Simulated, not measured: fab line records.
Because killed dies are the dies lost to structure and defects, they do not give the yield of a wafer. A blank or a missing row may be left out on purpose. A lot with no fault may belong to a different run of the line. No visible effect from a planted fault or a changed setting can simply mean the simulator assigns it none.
Comparing a struck lot with a sound one :: flow sky130 :: 38 out of 708 route steps
Sound: the wafers L855.2, L855.4, L855.6. Wafers L838.1, L838.3, L838.6 were the ones struck. The cause is named last.
At each step with rows: each side's tool, then ch and its chambers, then its first start. Under that, the readings that differ: sound wafers :: struck wafers :: difference of the means :: sigmas: that difference in standard deviations of wafers without a fault.
alike: readings with means less than 2 such deviations apart, plus words and numbers identical on both sides. not compared: withheld readings, readings lacking a value on some wafer, bounds such as >300 that could conceal the same value, and numbers that have no deviation in the record and whose values overlap.
Wherever a step has rows on one side only, a row that says differs or no value, or a row with sigmas, the two part there. Numbers that don't overlap but have no deviation are shown without sigmas and don't part them. A reading that every wafer of one side lacks parts them only if that side has two wafers or more.

first, 9 steps without rows for these wafers: SKY_VIA3_SPUTTER_20 (material TiN, target thk 20 nm, time 80 s); SKY_VIA3_CVD_21 (deposits W, target thk 390 nm, time 117.31 s); SKY_VIA3_CMP_24 (polishes, stops on SiO2, t overpolish 20 s, target thk 0 nm); SKY_METAL4_SPUTTER_00 (material Ti, target thk 15 nm, time 10 s); SKY_METAL4_SPUTTER_01 (material TiN, target thk 20 nm, time 16.7 s); SKY_METAL4_SPUTTER_02 (material AlCu, target thk 735 nm, time 39.1 s); SKY_METAL4_SPUTTER_03 (material Ti, target thk 5 nm, time 3.3 s); SKY_METAL4_SPUTTER_04 (material TiN, target thk 70 nm, time 58.3 s); SKY_CAP2M_CVD_00 (deposits SiO2, target thk 15.5 nm).
SKY_CAP2M_SPUTTER_02: material TiN, target thk 200 nm, time 166.7 s.
  sound on pvd sputter-04, day 45 15:20; struck on pvd sputter-04, day 40 23:22
reading: cathode dc power W (W)
sound: 6499.0 6499.8 6497.5
struck: 3395.6 3397.4 3396.0
difference: -3102.4
sigmas: -99 or more

reading: model.TiN_of_CAP2M_SPUTTER_02.thk nm (nm)
sound: 200.5 204.5 200.8
struck: 103.3 104.2 105.3
difference: -97.7
sigmas: 
  alike: throttle valve pct
SKY_CAP2M_RS_MEAS_03: a four-point-probe measurement.
  sound on film metro-01, day 45 15:28; struck on film metro-02, day 40 23:28
reading: CAP2M_TIN_RS (ohm/sq)
sound: 6.88 6.76 6.88
struck: 13.62 13.52 13.38
difference: +6.67
sigmas: +85
SKY_CAP2M_THK_MEAS_04: measures by xrf.
  sound on film metro-01, day 45 15:35; struck on film metro-02, day 40 23:35
reading: CAP2M_TIN_THK (nm)
sound: 195.5 199.6 195.7
struck: 100.6 101.8 102.6
difference: -95.3
sigmas: -45
then, 7 steps without rows for these wafers: SKY_CAP2M_DEHYDRATE_05 (time 60 s); SKY_CAP2M_HMDS_06 (prime time 60 s); SKY_CAP2M_COAT_07 (resist thk 1140 nm); SKY_CAP2M_SOFTBAKE_08 (time 60 s); SKY_CAP2M_EXPOSE_09 (exposes mask CAP2M, target cd 1000 nm); SKY_CAP2M_PEB_10; SKY_CAP2M_DEVELOP_11 (develop time 60 s).
SKY_CAP2M_METAL_ETCH_13: etches TiN in Cl2/BCl3, stops on SiO2, target depth 220 nm, time 62.9 s.
  sound on rie metal-04 ch 0,1, day 46 11:39; struck on rie metal-03 ch 0,1, day 41 22:33
reading: oes product au (a.u.)
sound: 0.939 0.958 0.945
struck: 0.667 0.667 0.671
difference: -0.279
sigmas: -36

reading: throttle valve pct (%)
sound: 21.908 21.902 21.898
struck: 22.079 22.073 22.058
difference: +0.167
sigmas: +19
  alike: drypump motor current A, mfc cl2 sccm
  not compared: rf hours counter h
then, 16 steps without rows for these wafers: SKY_CAP2M_STRIP_14 (strips in O2/N2); SKY_CAP2M_STRIP_15 (strips in post etch residue remover, time 1200 s); SKY_CAP2M_CLEAN_16 (cleans in IPA, time 180 s); SKY_CAP2M_CLEAN_17 (cleans in O3/DIW); SKY_METAL4_DEHYDRATE_05 (time 60 s); SKY_METAL4_HMDS_06 (prime time 60 s); SKY_METAL4_COAT_07 (resist thk 60 nm); SKY_METAL4_COAT_08 (resist thk 1140 nm); SKY_METAL4_SOFTBAKE_09 (time 90 s); SKY_METAL4_EXPOSE_10 (exposes mask MM4, target cd 300 nm); SKY_METAL4_PEB_11; SKY_METAL4_DEVELOP_12 (develop time 60 s); SKY_METAL4_DESCUM_15 (chemistry O2, time 8 s); SKY_METAL4_ETCH_16 (etches BARC in N2/H2, stops on SiO2, time 88.2 s, target depth 60 nm); SKY_METAL4_ETCH_17 (etches SiO2 in C4F8/O2/Ar, stops on TiN, time 3.9 s, target depth 15 nm); SKY_METAL4_METAL_ETCH_18 (etches the open film in Cl2/BCl3, stops on SiO2, target depth 845 nm, time 183.1 s).
SKY_METAL4_STRIP_20: strips in post etch residue remover, time 1200 s.
  sound on wet bench-04 ch 0, day 47 08:48; struck on wet bench-03 ch 1, day 42 22:04
reading: model.TiN_of_CAP2M_SPUTTER_02.thk nm (nm)
sound: 199.7 203.7 200
struck: 102.5 103.4 104.5
difference: -97.7
sigmas: 
-- the record jumps here: 4 days lie between the struck wafers' starts before and after (it left off in module METAL4 and takes up again in module PAD_OPEN, whose first step shown is number 708 of the route) --
SKY_PAD_OPEN_PROBE_99:
  sound on prober-01, day 50 15:47; struck on prober-01, day 46 19:29
reading: model.etest.cap mim2.plate ohm sq
sound: 5.96 5.817 6.013
struck: 11.66 11.42 11.42
difference: +5.57
sigmas: 

reading: model.etest.cap mim2.bv v (V)
sound: 13.63 14.2 14.46
struck: 11.17 11.18 11.36
difference: -2.86
sigmas: 

reading: model.etest.cap mim2.leak log10 a cm2
sound: -9.068 -8.93 -8.979
struck: -7.815 -7.542 -7.617
difference: +1.334
sigmas: 
  alike: defect limited yield, killed_at_M0_to_M3, killed_at_M4_up, killed at contacts, killed at front end, killed at other, killed dies, killed open, killed short, sort_bin_3_pad_short, sort_bin_5_function, sort_bin_6_memory, sort n pass, sort yield pct

## WHERE THEY PART
At SKY_CAP2M_SPUTTER_02 first; at SKY_CAP2M_METAL_ETCH_13 last (within this record only). Later steps at which nothing parts them and some readings are alike: SKY_PAD_OPEN_PROBE_99.

WHY: what had been put in by the simulator
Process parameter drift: pvd sputter-04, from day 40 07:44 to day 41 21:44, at SKY_CAP2M_SPUTTER_02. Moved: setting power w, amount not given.
